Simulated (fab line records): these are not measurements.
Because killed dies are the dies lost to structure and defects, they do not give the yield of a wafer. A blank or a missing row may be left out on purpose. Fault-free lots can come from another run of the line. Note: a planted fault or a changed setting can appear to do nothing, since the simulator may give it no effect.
The same fault as seen by 2 desks -- flow sky130 -- what lay behind the numbers comes last; until then each desk has only its own

TOOL OWNER'S DESK, plasma_asher-04
The tool's own readings at SKY_CONTACT_STRIP_19 (strips in O2/N2): means of the sampled wafers that have a number, for each lot that ran on this tool. Any lot whose mean is over 4 standard deviations away from the usual mean is out of limits and marked OUT; that distance is given in the brackets.
Columns: A = drypump_motor_current_A at SKY_CONTACT_STRIP_19, usual 5.7 A; B = oes_product_au at SKY_CONTACT_STRIP_19, usual 0.381 a.u.; C = strip_time_to_endpoint_s at SKY_CONTACT_STRIP_19, usual 3.632 s
lot,first seen here,A,B,C
L280,day 31 20:11,6.6,0.381,3.641
L282,day 32 11:29,5.9,0.374,3.628
L284,day 32 19:44,6.2,0.380,3.642
L292,day 35 17:28,6.2,0.381,3.680
Finding of this desk: none of the 4 lots has anything out of limits.

FROM THE METROLOGY DESK
What the gauges read for every lot (on any tool): the sampled wafers with a number, averaged. Any lot whose mean is over 4 standard deviations away from the usual mean is out of limits and marked OUT; that distance is given in the brackets.
Columns: A = CAP2M_TIN_THK at SKY_CAP2M_THK_MEAS_04, usual 197.9 nm
lot,first seen here,A
L280,day 40 00:28,201.2
L281,day 40 06:28,201.4
L282,day 40 12:53,198.6
L284,day 40 22:08,199.8
L283,day 41 02:02,198.5
L292,day 43 14:05,195.3
L295,day 44 12:44,201.4
L296,day 44 20:13,202.7
L299,day 45 14:17,192.8
L303,day 46 07:52,198.2
L301,day 46 08:44,193.7
L302,day 46 12:25,194.0
Finding of this desk: none of the 12 lots has anything out of limits.

BROUGHT TOGETHER
The desk of the tool owner found nothing out of limits.
Metrology desk: nothing out of limits seen.

WHAT THE SIMULATOR PUT IN
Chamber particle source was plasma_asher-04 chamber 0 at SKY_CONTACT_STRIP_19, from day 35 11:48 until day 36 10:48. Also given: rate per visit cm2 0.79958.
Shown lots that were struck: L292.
